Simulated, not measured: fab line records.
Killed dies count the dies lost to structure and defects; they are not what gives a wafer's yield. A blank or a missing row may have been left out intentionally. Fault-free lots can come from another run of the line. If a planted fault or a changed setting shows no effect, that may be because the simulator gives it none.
fab line records | flow sky130
[record] lots = 11 wafers = 33 last_day = 50
route steps=708 shown PWDE@54 NWELL@67 VT_ADJUST_HVTP@94 VT_ADJUST_LVTN@104 PAD_OPEN@708
lots with no fault: from the same line, run without faults
start_h: hours from the record's first day to the start of the lot's first wafer shown | wait_h: hours since the lot's step before | " unchanged from the row above | L1.1+2: several wafers, shown together as one row | - no value, or no start was given | * or withheld: withheld | < > ~ a bound
route shown NAME@n: NAME is a module with steps in the file, n the number in the route of the first one | usual: mean and standard deviation over wafers with no fault | same: alike in all rows | chamber/n: place in a boat | sites: the reading at each site | _std_site: the values' standard deviation | _edge_site: outer sites' mean less inner sites' | radius_mm: for every site, how far away it sits from the centre of the wafer | mask NAME#n: copy n | behind: the tool/chamber that last shaped the wafer | hold: reason for holding the lot/hours on hold/outcome of the hold | device: names the non-switching transistor (n, p or np) | end of line: at the end of the route, the tests of the same wafers | for a step that has no rows: nothing shown but its recipe | killed: at the first sort, the dies lost to defects and structure; wafer yield is something else | map: shows each die of a wafer: x if killed, . if not, _ if none is there
set.NAME: setting as actually run; set.NAME@STEP: the setting as run at that earlier step | model.NAME: the simulator's own value behind a step, which no gauge read
route steps across a sampled set of lots; one table per step, one row per wafer
services: a tool's chamber out of use, with start hour (start_h, from the record's first day; less than 0 if before it), hours out, and reason
[[steps]]
[step SKY_PWDE_STRIP_09]
[recipe] chemistry = O2/N2 power_w = 1400 pressure_mtorr = 1500 platen_temp_c = withheld o2_flow_sccm = 3000 n2_flow_sccm = 300 overash_fraction = 0.5
[usual] drypump_motor_current_A = 5.8/0.42 o2_flow_sccm = 3001/9.1 oes_product_au = 0.723/0.0046 strip_time_to_endpoint_s = 36.96/0.091
[same] overash_fraction = 0.5
// columns lot.wafer tool chamber start_h wait_h drypump_motor_current_A o2_flow_sccm oes_product_au rf_hours_counter_h strip_time_to_endpoint_s
L930.1 plasma_asher-01 1 83.58 0.1 5.9 2992 0.723 40 36.96
L930.3 " 0 " " 5.1 2978 0.721 - 37.00
L930.5 " 0 " " 5.1 2993 0.727 - 36.99
L931.1 plasma_asher-01 1 92.27 0.1 5.9 2994 0.716 41 37.04
L931.4 " 1 " " 5.8 2988 0.720 - 37.05
L931.6 " 0 " " 5.0 3017 0.722 - 37.08
L934.3 plasma_asher-03 0 108.61 0.1 5.5 2994 0.726 - 36.93
L934.5 " 1 " " 5.6 3015 0.726 - 37.01
L934.6 " 0 " " 5.5 3009 0.725 - 37.02
L935.1 plasma_asher-04 0 112.97 0.1 6.2 2997 0.732 30 37.03
L935.2 " 1 " " 6.1 2988 0.720 30 36.90
L935.4 " 1 " " 6.1 2994 0.719 - 36.99
L941.3 plasma_asher-03 1 146.51 0.1 5.6 2987 0.723 - 36.95
L941.4 " 0 " " 5.5 2999 0.728 - 36.92
L941.6 " 1 " " 5.6 2996 0.723 - 36.96
L944.1 plasma_asher-01 0 164.88 0.1 5.1 2996 0.720 49 36.94
L944.2 " 1 " " 5.9 3006 0.723 49 36.98
L944.6 " 0 " " 5.0 3000 0.723 - 37.00
L945.1 plasma_asher-04 1 171.38 0.1 6.1 3002 0.726 33 36.99
L945.3 " 1 " " 6.1 2995 0.715 - 36.91
L945.6 " 1 " " 6.1 3015 0.721 - 36.87
L946.1 plasma_asher-03 0 178.52 0.1 5.5 3010 0.722 7 36.83
L946.2 " 1 " " 5.6 3001 0.726 7 36.86
L946.4 " 0 " " 5.6 3008 0.717 - 36.82
L947.2 plasma_asher-01 1 183.47 0.1 5.9 3001 0.716 51 36.91
L947.5 " 1 " " 5.9 2984 0.729 - 37.02
L947.6 " 0 " " 5.0 3016 0.718 - 36.95
L949.1 plasma_asher-04 0 194.77 0.1 6.2 3010 0.719 36 36.95
L949.4 " 0 " " 6.2 3005 0.725 - 36.90
L949.6 " 0 " " 6.2 3020 0.726 - 37.04
L950.2 plasma_asher-04 1 198.23 0.1 6.1 3010 0.713 36 37.06
L950.5 " 0 " " 6.2 3002 0.731 - 37.04
L950.6 " 1 " " 6.1 2996 0.721 - 37.12
[step SKY_NWELL_STRIP_14]
[recipe] chemistry = O2/N2 power_w = 1400 pressure_mtorr = 1500 platen_temp_c = withheld o2_flow_sccm = 3000 n2_flow_sccm = 300 overash_fraction = 0.5
[usual] drypump_motor_current_A = 5.6/0.34 o2_flow_sccm = 3000/9.7 oes_product_au = 0.723/0.0041 strip_time_to_endpoint_s = 36.98/0.084
[same] overash_fraction = 0.5
// columns lot.wafer tool chamber start_h wait_h drypump_motor_current_A o2_flow_sccm oes_product_au rf_hours_counter_h strip_time_to_endpoint_s
L930.1 plasma_asher-01 1 101.78 0.1 5.9 2998 0.721 42 36.96
L930.3 " 0 " " 5.0 2985 0.726 - 36.92
L930.5 " 1 " " 5.9 2999 0.715 - 36.95
L931.1 plasma_asher-02 1 110.96 0.1 5.7 3009 0.717 44 36.94
L931.4 " 1 " " 5.7 3016 0.722 - 36.94
L931.6 " 1 " " 5.7 2993 0.724 - 36.97
L934.3 plasma_asher-03 1 126.75 0.1 5.6 2978 0.722 - 36.91
L934.5 " 0 " " 5.5 3018 0.725 - 36.84
L934.6 " 1 " " 5.6 3006 0.720 - 36.84
L935.1 plasma_asher-02 0 132.03 0.1 6.1 3008 0.723 46 37.13
L935.2 " 1 " " 5.7 2991 0.726 46 37.15
L935.4 " 0 " " 6.1 2977 0.725 - 37.04
L941.3 plasma_asher-03 0 166.26 0.1 5.5 2988 0.719 - 36.87
L941.4 " 1 " " 5.6 3016 0.725 - 36.94
L941.6 " 0 " " 5.6 2987 0.721 - 36.88
L944.1 plasma_asher-02 1 186.71 0.1 5.7 2976 0.723 53 37.03
L944.2 " 0 " " 6.1 3018 0.717 53 37.04
L944.6 " 0 " " 6.1 3007 0.725 - 36.96
L945.1 plasma_asher-01 0 192.66 0.1 5.0 3001 0.727 51 37.07
L945.3 " 0 " " 5.0 3001 0.719 - 37.00
L945.6 " 0 " " 5.0 3012 0.715 - 37.20
L946.1 plasma_asher-02 1 200.11 0.1 5.7 2999 0.721 54 37.01
L946.2 " 0 " " 6.1 2993 0.722 54 36.98
L946.4 " 1 " " 5.7 2996 0.723 - 37.01
L947.2 plasma_asher-01 0 205.96 0.1 5.0 3002 0.730 53 36.93
L947.5 " 1 " " 5.9 2993 0.728 - 37.02
L947.6 " 0 " " 5.0 3010 0.726 - 36.98
L949.1 plasma_asher-01 1 217.26 0.1 5.9 2998 0.725 54 36.95
L949.4 " 1 " " 5.9 3002 0.724 - 36.88
L949.6 " 0 " " 5.0 2998 0.721 - 36.94
L950.2 plasma_asher-01 0 221.33 0.1 5.0 2988 0.731 54 36.99
L950.5 " 1 " " 5.9 2984 0.718 - 37.06
L950.6 " 0 " " 5.0 2988 0.727 - 36.99
[step SKY_VT_ADJUST_HVTP_IMPLANT_09]
[recipe] species = As energy_kev = 150 dose_cm2 = 4.3e+12 tilt_deg = withheld
[usual] dose_ions_cm2 = 4.299e+12/4.8e+09 faraday_current_uA = 24.2/0.45
// columns lot.wafer tool chamber start_h wait_h dose_ions_cm2 faraday_current_uA
L930.1 implanter-04 0 139.73 0.0 4.303e+12 23.3
L930.3 " 0 " " 4.301e+12 23.7
L930.5 " 0 " " 4.305e+12 24.2
L931.1 implanter-04 0 148.60 0.0 4.293e+12 24.2
L931.4 " 0 " " 4.297e+12 24.5
L931.6 " 0 " " 4.29e+12 23.8
L934.3 implanter-04 0 165.90 0.1 6.151e+12 34.1
L934.5 " 0 " " 6.15e+12 34.4
L934.6 " 0 " " 6.147e+12 35.0
L935.1 implanter-04 0 172.45 0.0 6.139e+12 34.6
L935.2 " 0 " " 6.14e+12 34.4
L935.4 " 0 " " 6.138e+12 35.2
L941.3 implanter-01 0 209.85 0.1 4.302e+12 24.8
L941.4 " 0 " " 4.292e+12 24.4
L941.6 " 0 " " 4.297e+12 23.9
L944.1 implanter-01 0 230.83 0.0 4.298e+12 24.4
L944.2 " 0 " " 4.292e+12 24.6
L944.6 " 0 " " 4.3e+12 24.1
L945.1 implanter-01 0 235.65 0.0 4.303e+12 24.3
L945.3 " 0 " " 4.302e+12 24.0
L945.6 " 0 " " 4.306e+12 24.3
L946.1 implanter-01 0 244.75 0.0 4.303e+12 24.4
L946.2 " 0 " " 4.299e+12 24.2
L946.4 " 0 " " 4.304e+12 25.6
L947.2 implanter-04 0 252.16 0.0 4.295e+12 24.3
L947.5 " 0 " " 4.296e+12 24.4
L947.6 " 0 " " 4.298e+12 24.5
L949.1 implanter-04 0 262.44 0.0 4.303e+12 24.2
L949.4 " 0 " " 4.302e+12 24.6
L949.6 " 0 " " 4.299e+12 24.4
L950.2 implanter-03 0 267.87 0.0 4.301e+12 25.7
L950.5 " 0 " " 4.289e+12 24.3
L950.6 " 0 " " 4.297e+12 24.4
[step SKY_VT_ADJUST_HVTP_TW_MEAS_11]
[usual] VT_ADJUST_HVTP_TW = 1366/8.6
// columns lot.wafer tool chamber start_h wait_h hold VT_ADJUST_HVTP_TW
L930.1 film_metro-04 - 139.98 0.1 - 1356
L930.3 " - " " - 1358
L930.5 " - " " - 1358
L931.1 film_metro-03 - 148.85 0.1 - 1373
L931.4 " - " " - 1370
L931.6 " - " " - 1372
L934.3 film_metro-04 - 166.12 0.1 await_dispo/0.2h/release 1516
L934.5 " - " " await_dispo/0.2h/release 1521
L934.6 " - " " await_dispo/0.2h/release 1521
L934.3 film_metro-04 - 166.34 0.2 - 1521
L934.5 " - " " - 1523
L934.6 " - " " - 1524
L935.1 film_metro-02 - 172.70 0.1 await_dispo/0.2h/release 1543
L935.2 " - " " await_dispo/0.2h/release 1548
L935.4 " - " " await_dispo/0.2h/release 1545
L935.1 film_metro-02 - 172.93 0.2 - 1550
L935.2 " - " " - 1553
L935.4 " - " " - 1543
L941.3 film_metro-04 - 210.07 0.1 - 1362
L941.4 " - " " - 1359
L941.6 " - " " - 1357
L944.1 film_metro-02 - 231.08 0.1 - 1374
L944.2 " - " " - 1378
L944.6 " - " " - 1386
L945.1 film_metro-03 - 235.90 0.1 - 1367
L945.3 " - " " - 1362
L945.6 " - " " - 1369
L946.1 film_metro-03 - 245.00 0.1 - 1361
L946.2 " - " " - 1366
L946.4 " - " " - 1365
L947.2 film_metro-03 - 252.48 0.2 - 1368
L947.5 " - " " - 1352
L947.6 " - " " - 1365
L949.1 film_metro-04 - 262.69 0.1 - 1361
L949.4 " - " " - 1364
L949.6 " - " " - 1364
L950.2 film_metro-04 - 268.11 0.1 - 1353
L950.5 " - " " - 1356
L950.6 " - " " - 1347
[step SKY_VT_ADJUST_LVTN_OVL_MEAS_07]
[usual] VT_ADJUST_LVTN_OVL = 0.3/1.3
// columns lot.wafer tool chamber start_h wait_h VT_ADJUST_LVTN_OVL[nm]
L930.1 overlay-01 - 159.39 - 1.7
L930.3 " - " " 0.7
L930.5 " - " " 0.9
L931.1 overlay-01 - 168.63 - 0.3
L931.4 " - " " 0.3
L931.6 " - " " 0.9
L934.3 overlay-02 - 186.59 - 0.8
L934.5 " - " " 0.0
L934.6 " - " " -1.8
L935.1 overlay-01 - 193.28 - 1.5
L935.2 " - " " -0.9
L935.4 " - " " -0.7
L941.3 overlay-01 - 231.64 - 0.9
L941.4 " - " " -1.6
L941.6 " - " " 0.9
L944.1 overlay-02 - 254.49 - -0.4
L944.2 " - " " -3.2
L944.6 " - " " -1.9
L945.1 overlay-02 - 260.28 - 0.7
L945.3 " - " " -0.7
L945.6 " - " " 0.8
L946.1 overlay-02 - 269.04 - -1.9
L946.2 " - " " -1.8
L946.4 " - " " 1.7
L947.2 overlay-01 - 275.54 - 2.0
L947.5 " - " " 0.9
L947.6 " - " " -0.4
L949.1 overlay-02 - 287.33 - -1.0
L949.4 " - " " 0.4
L949.6 " - " " -0.1
L950.2 overlay-01 - 292.88 - 0.8
L950.5 " - " " 0.0
L950.6 " - " " -1.0
[step SKY_PAD_OPEN_PROBE_99]
[usual] killed_at_M0_to_M3 = 44/7.2 killed_at_M4_up = 3.5/1.8 killed_at_contacts = 25/5.1 killed_at_front_end = 14/4.4 killed_at_other = 0.4/0.58 killed_dies = 87/9.1 killed_open = 48/6.9 killed_short = 38/6.3
[same] gross_dies = 492 killed_at_back_side = 0
// columns lot.wafer tool chamber start_h wait_h hold killed_at_M0_to_M3 killed_at_M4_up killed_at_contacts killed_at_front_end killed_at_other killed_dies killed_open killed_short
L930.1 prober-01 - 1091.55 0.1 - 42 3 21 17 0 83 43 40
L930.3 prober-01 - 1091.65 0.2 - 38 4 25 12 0 79 47 32
L930.5 prober-01 - 1091.75 0.2 - 40 7 25 16 0 88 43 45
L931.1 prober-02 - 1099.01 0.1 - 40 6 18 19 0 83 45 38
L931.4 prober-02 - 1099.16 0.2 - 52 5 24 17 0 98 55 43
L931.6 prober-02 - 1099.26 0.2 - 45 3 23 9 1 81 43 38
L934.3 prober-01 - 1118.41 0.2 await_dispo/4.8h/scrap 46 2 25 12 0 85 50 35
L934.5 prober-01 - 1118.51 0.2 await_dispo/4.8h/scrap 45 7 14 5 0 71 42 29
L934.6 prober-01 - 1118.56 0.2 await_dispo/4.8h/scrap 47 5 27 13 0 92 52 40
L935.1 prober-02 - 1124.70 0.1 await_dispo/13.0h/scrap 41 3 25 14 0 83 47 36
L935.2 prober-02 - 1124.75 0.1 await_dispo/13.0h/scrap 38 2 24 12 0 76 41 35
L935.4 prober-02 - 1124.85 0.2 await_dispo/13.0h/scrap 40 4 27 12 0 83 55 28
L941.3 prober-01 - 1157.64 0.2 - 37 4 26 13 0 80 44 36
L941.4 prober-01 - 1157.69 0.2 - 49 4 25 26 0 104 51 51
L941.6 prober-01 - 1157.79 0.2 - 62 3 23 12 0 100 59 41
L944.1 prober-02 - 1172.35 0.1 - 48 4 36 11 1 100 54 44
L944.2 prober-02 - 1172.40 0.1 - 48 0 27 22 0 97 56 41
L944.6 prober-02 - 1172.60 0.2 - 42 5 37 13 0 97 64 32
L945.1 prober-01 - 1175.69 0.1 - 50 4 26 9 0 89 45 41
L945.3 prober-01 - 1175.79 0.2 - 62 2 26 7 0 97 53 43
L945.6 prober-01 - 1175.94 0.2 - 58 1 26 15 0 100 58 42
L946.1 prober-02 - 1185.86 0.1 - 41 3 25 19 1 89 42 46
L946.2 prober-02 - 1185.91 0.1 - 39 3 20 21 1 84 52 31
L946.4 prober-02 - 1186.01 0.2 - 26 3 20 15 3 67 31 33
L947.2 prober-01 - 1187.70 0.1 - 30 2 30 17 0 79 38 41
L947.5 prober-01 - 1187.85 0.2 - 48 4 19 7 0 78 37 41
L947.6 prober-01 - 1187.90 0.2 - 45 6 22 6 1 80 47 33
L949.1 prober-01 - 1195.86 0.1 - 44 5 23 15 0 87 48 39
L949.4 prober-01 - 1196.01 0.2 - 53 6 29 15 0 103 54 49
L949.6 prober-01 - 1196.11 0.2 - 41 2 27 24 0 94 49 45
L950.2 prober-02 - 1200.71 0.1 - 39 4 19 14 1 77 39 38
L950.5 prober-02 - 1200.86 0.2 - 37 2 33 15 1 88 44 44
L950.6 prober-02 - 1200.91 0.2 - 42 3 27 11 0 83 45 38
// killed by level:class
L930.1 CONTACT:geometric_particle:open=11 VIA1:geometric_particle:open=8 VIA2:geometric_particle:open=8 POLY_GATE:geometric_particle:short=7 CONTACT:geometric_particle:short=6 VIA3:geometric_particle:short=5 FIELD_ISO:geometric_particle:open=4 VIA2:geometric_particle:short=4
L930.3 LI_CONTACT:geometric_particle:open=11 VIA1:geometric_particle:open=11 CONTACT:geometric_particle:open=7 VIA2:geometric_particle:open=7 METAL2:geometric_particle:short=5 LI_CONTACT:geometric_particle:short=4 VIA3:geometric_particle:open=4 POLY_GATE:geometric_particle:short=3
L930.5 VIA2:geometric_particle:open=9 CONTACT:geometric_particle:short=7 POLY_GATE:geometric_particle:short=7 CONTACT:geometric_particle:open=7 VIA1:geometric_particle:open=7 VIA3:geometric_particle:open=7 LI_CONTACT:geometric_particle:open=5 METAL1:geometric_particle:short=5
L931.1 VIA2:geometric_particle:open=10 CONTACT:geometric_particle:open=7 VIA1:geometric_particle:short=6 FIELD_ISO:geometric_particle:short=5 LI_CONTACT:geometric_particle:open=5 VIA1:geometric_particle:open=5 POLY_GATE:geometric_particle:short=4 POLY_GATE:geometric_particle:open=4
L931.4 VIA2:geometric_particle:open=11 VIA1:geometric_particle:open=10 LI_CONTACT:geometric_particle:open=8 METAL2:geometric_particle:short=8 CONTACT:geometric_particle:open=7 METAL4:geometric_particle:short=5 VIA3:geometric_particle:open=5 FIELD_ISO:geometric_particle:short=4
L931.6 VIA1:geometric_particle:open=10 VIA3:geometric_particle:open=9 CONTACT:geometric_particle:open=7 METAL1:geometric_particle:short=5 LI_CONTACT:geometric_particle:open=4 LOCAL_INTERCONNECT:geometric_particle:open=4 LOCAL_INTERCONNECT:geometric_particle:short=4 METAL2:geometric_particle:short=4
L934.3 VIA1:geometric_particle:open=15 LI_CONTACT:geometric_particle:open=10 CONTACT:geometric_particle:open=7 VIA2:geometric_particle:open=7 METAL2:geometric_particle:short=7 LI_CONTACT:geometric_particle:short=4 FIELD_ISO:geometric_particle:short=3 METAL1:geometric_particle:short=3
L934.5 VIA3:geometric_particle:open=10 VIA1:geometric_particle:open=9 LI_CONTACT:geometric_particle:open=6 METAL1:geometric_particle:short=5 VIA1:geometric_particle:short=5 VIA2:geometric_particle:open=4 METAL4:geometric_particle:short=4 FIELD_ISO:geometric_particle:short=3
L934.6 CONTACT:geometric_particle:open=13 VIA2:geometric_particle:open=8 VIA1:geometric_particle:open=8 LI_CONTACT:geometric_particle:open=7 METAL2:geometric_particle:short=6 METAL1:geometric_particle:short=6 VIA1:geometric_particle:short=5 VIA3:geometric_particle:short=5
L935.1 CONTACT:geometric_particle:open=10 VIA2:geometric_particle:open=9 FIELD_ISO:geometric_particle:open=8 VIA1:geometric_particle:open=8 METAL1:geometric_particle:short=7 VIA1:geometric_particle:short=5 LI_CONTACT:geometric_particle:open=4 LOCAL_INTERCONNECT:geometric_particle:short=4
L935.2 CONTACT:geometric_particle:open=9 VIA3:geometric_particle:open=8 VIA1:geometric_particle:open=6 FIELD_ISO:geometric_particle:open=5 VIA2:geometric_particle:open=5 LI_CONTACT:geometric_particle:open=4 METAL1:geometric_particle:short=4 LOCAL_INTERCONNECT:geometric_particle:short=4
L935.4 CONTACT:geometric_particle:open=12 LI_CONTACT:geometric_particle:open=9 VIA1:geometric_particle:open=8 VIA2:geometric_particle:open=7 VIA3:geometric_particle:open=6 FIELD_ISO:geometric_particle:open=4 VIA1:geometric_particle:short=4 FIELD_ISO:geometric_particle:short=3
L941.3 LI_CONTACT:geometric_particle:open=9 METAL1:geometric_particle:short=7 VIA1:geometric_particle:open=7 CONTACT:geometric_particle:open=6 VIA3:geometric_particle:open=6 FIELD_ISO:geometric_particle:short=4 POLY_GATE:geometric_particle:short=4 LOCAL_INTERCONNECT:geometric_particle:short=4
L941.4 VIA1:geometric_particle:open=11 CONTACT:geometric_particle:open=10 FIELD_ISO:geometric_particle:short=9 FIELD_ISO:geometric_particle:open=6 CONTACT:geometric_particle:short=6 VIA2:geometric_particle:open=6 LOCAL_INTERCONNECT:geometric_particle:short=5 METAL1:geometric_particle:short=5
L941.6 VIA3:geometric_particle:open=14 CONTACT:geometric_particle:open=13 VIA2:geometric_particle:open=10 METAL1:geometric_particle:short=10 VIA1:geometric_particle:open=8 LI_CONTACT:geometric_particle:open=6 METAL2:geometric_particle:short=5 VIA2:geometric_particle:short=5
L944.1 VIA1:geometric_particle:open=18 CONTACT:geometric_particle:open=11 LI_CONTACT:geometric_particle:open=9 METAL2:geometric_particle:short=7 CONTACT:geometric_particle:short=7 LI_CONTACT:geometric_particle:short=6 VIA1:geometric_particle:short=5 VIA3:geometric_particle:open=5
L944.2 CONTACT:geometric_particle:open=13 POLY_GATE:geometric_particle:open=8 LI_CONTACT:geometric_particle:open=8 VIA1:geometric_particle:open=8 POLY_GATE:geometric_particle:short=6 METAL1:geometric_particle:short=6 VIA1:geometric_particle:short=6 VIA3:geometric_particle:open=4
L944.6 LI_CONTACT:geometric_particle:open=16 CONTACT:geometric_particle:open=11 VIA2:geometric_particle:open=10 VIA1:geometric_particle:open=8 POLY_GATE:geometric_particle:open=6 LOCAL_INTERCONNECT:geometric_particle:short=5 VIA3:geometric_particle:open=5 POLY_GATE:geometric_particle:short=4
L945.1 VIA1:geometric_particle:open=16 CONTACT:geometric_particle:open=10 VIA1:geometric_particle:short=9 CONTACT:geometric_particle:short=6 METAL1:geometric_particle:short=4 METAL2:geometric_particle:short=4 VIA2:geometric_particle:open=4 VIA3:geometric_particle:short=4
L945.3 VIA1:geometric_particle:open=14 METAL1:geometric_particle:short=10 LI_CONTACT:geometric_particle:open=9 CONTACT:geometric_particle:open=9 VIA3:geometric_particle:open=9 METAL2:geometric_particle:short=8 VIA2:geometric_particle:open=6 VIA3:geometric_particle:short=5
L945.6 VIA1:geometric_particle:open=13 CONTACT:geometric_particle:open=9 VIA3:geometric_particle:open=8 VIA2:geometric_particle:open=7 LI_CONTACT:geometric_particle:open=7 METAL1:geometric_particle:short=7 VIA1:geometric_particle:short=6 METAL2:geometric_particle:short=5
L946.1 CONTACT:geometric_particle:open=10 VIA1:geometric_particle:short=10 FIELD_ISO:geometric_particle:open=7 LOCAL_INTERCONNECT:geometric_particle:short=6 VIA1:geometric_particle:open=6 VIA3:geometric_particle:open=6 FIELD_ISO:geometric_particle:short=4 CONTACT:geometric_particle:short=4
L946.2 VIA1:geometric_particle:open=10 LI_CONTACT:geometric_particle:open=8 VIA2:geometric_particle:open=7 FIELD_ISO:geometric_particle:open=5 METAL1:geometric_particle:short=5 VIA3:geometric_particle:open=5 POLY_GATE:geometric_particle:short=4 CONTACT:geometric_particle:short=4
L946.4 CONTACT:geometric_particle:open=6 VIA2:geometric_particle:open=5 FIELD_ISO:geometric_particle:short=4 FIELD_ISO:geometric_particle:open=4 LI_CONTACT:geometric_particle:open=4 LI_CONTACT:geometric_particle:short=4 POLY_GATE:geometric_particle:short=3 LOCAL_INTERCONNECT:geometric_particle:short=3
L947.2 LI_CONTACT:geometric_particle:open=10 CONTACT:geometric_particle:open=10 CONTACT:geometric_particle:short=6 METAL2:geometric_particle:short=6 VIA2:geometric_particle:open=5 FIELD_ISO:geometric_particle:open=4 FIELD_ISO:geometric_particle:short=4 VIA1:geometric_particle:open=4
L947.5 METAL2:geometric_particle:short=15 CONTACT:geometric_particle:open=9 VIA3:geometric_particle:open=8 LI_CONTACT:geometric_particle:open=5 VIA1:geometric_particle:open=5 VIA2:geometric_particle:open=5 VIA3:geometric_particle:short=4 METAL1:geometric_particle:short=4
L947.6 VIA1:geometric_particle:open=11 LI_CONTACT:geometric_particle:open=10 VIA2:geometric_particle:open=9 METAL2:geometric_particle:short=9 CONTACT:geometric_particle:open=6 METAL4:geometric_particle:short=5 LI_CONTACT:geometric_particle:short=3 LOCAL_INTERCONNECT:geometric_particle:short=3
L949.1 VIA1:geometric_particle:open=12 METAL3:geometric_particle:short=7 CONTACT:geometric_particle:open=7 VIA2:geometric_particle:open=6 LI_CONTACT:geometric_particle:open=6 FIELD_ISO:geometric_particle:short=5 VIA3:geometric_particle:open=5 LOCAL_INTERCONNECT:geometric_particle:short=4
L949.4 VIA1:geometric_particle:open=15 LI_CONTACT:geometric_particle:open=10 CONTACT:geometric_particle:short=7 LOCAL_INTERCONNECT:geometric_particle:short=6 VIA1:geometric_particle:short=6 METAL2:geometric_particle:short=6 VIA3:geometric_particle:open=6 POLY_GATE:geometric_particle:short=5
L949.6 CONTACT:geometric_particle:open=8 VIA1:geometric_particle:open=8 POLY_GATE:geometric_particle:open=7 LI_CONTACT:geometric_particle:open=7 VIA2:geometric_particle:open=7 CONTACT:geometric_particle:short=6 VIA1:geometric_particle:short=6 METAL2:geometric_particle:short=6
L950.2 VIA1:geometric_particle:open=10 METAL1:geometric_particle:short=8 FIELD_ISO:geometric_particle:open=7 CONTACT:geometric_particle:short=7 CONTACT:geometric_particle:open=6 VIA2:geometric_particle:open=6 LI_CONTACT:geometric_particle:open=5 FIELD_ISO:geometric_particle:short=4
L950.5 CONTACT:geometric_particle:open=12 VIA1:geometric_particle:open=9 LI_CONTACT:geometric_particle:open=8 POLY_GATE:geometric_particle:short=6 LOCAL_INTERCONNECT:geometric_particle:short=6 VIA2:geometric_particle:open=6 VIA1:geometric_particle:short=5 METAL2:geometric_particle:short=5
L950.6 CONTACT:geometric_particle:open=10 VIA3:geometric_particle:open=9 VIA1:geometric_particle:open=8 CONTACT:geometric_particle:short=6 METAL1:geometric_particle:short=6 LI_CONTACT:geometric_particle:open=5 VIA1:geometric_particle:short=4 LOCAL_INTERCONNECT:geometric_particle:short=4
[[services]]
// columns tool chamber start_h hours kind
plasma_asher-03 - 92.05 4.2 repair
plasma_asher-02 - 96.84 0.9 repair
implanter-03 - 106.75 3.0 pm
plasma_asher-03 - 108.75 9.0 pm
plasma_asher-03 0 108.75 9.0 vent_cycle
plasma_asher-03 1 108.75 9.0 vent_cycle
plasma_asher-03 0 117.75 - clean
plasma_asher-03 1 117.75 - clean
plasma_asher-02 - 126.50 2.8 pm
plasma_asher-04 - 127.61 28.1 pm
plasma_asher-01 - 130.29 4.3 repair
implanter-03 - 181.42 1.2 repair
implanter-01 - 188.64 3.9 repair
implanter-03 - 229.94 3.2 pm
implanter-04 - 239.52 2.2 repair
implanter-04 - 252.28 4.2 pm
implanter-04 - 265.31 4.5 pm
[[key]]
[first_sign] step = SKY_VT_ADJUST_HVTP_IMPLANT_09 reading = dose_ions_cm2 direction = up sigmas = 99+ usual = * struck = *
[effect] step = SKY_VT_ADJUST_HVTP_IMPLANT_09 reading = faraday_current_uA direction = up sigmas = 23 usual = 24.2 struck = 34.6
[effect] step = SKY_VT_ADJUST_HVTP_TW_MEAS_11 reading = visit direction = added
[effect] step = SKY_VT_ADJUST_HVTP_TW_MEAS_11 reading = VT_ADJUST_HVTP_TW direction = up sigmas = 19 usual = 1366 struck = 1532
[effect] step = SKY_PAD_OPEN_PROBE_99 reading = hold direction = added
met_at SKY_VT_ADJUST_HVTP_IMPLANT_09
struck_lots L934,L935
tester_left_out L934,L935
not_acting_at SKY_PWDE_STRIP_09,SKY_NWELL_STRIP_14,SKY_VT_ADJUST_LVTN_OVL_MEAS_07
onset_between 148.60 165.90
[fault] kind = process_parameter_drift tool = implanter-04 chamber = - onset_h = 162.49 steps = SKY_VT_ADJUST_HVTP_IMPLANT_09 channel = dose_cm2 offset = * shape = step end_h = 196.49 acts_in = * stated = *
// tester_left_out: of these lots the tester's yield and bins aren't shown, on N5 and GAA mostly nor the transistor test; their killed dies are dies lost to structure and defects alone, not to doping, threshold or leakage, so they don't give the yield
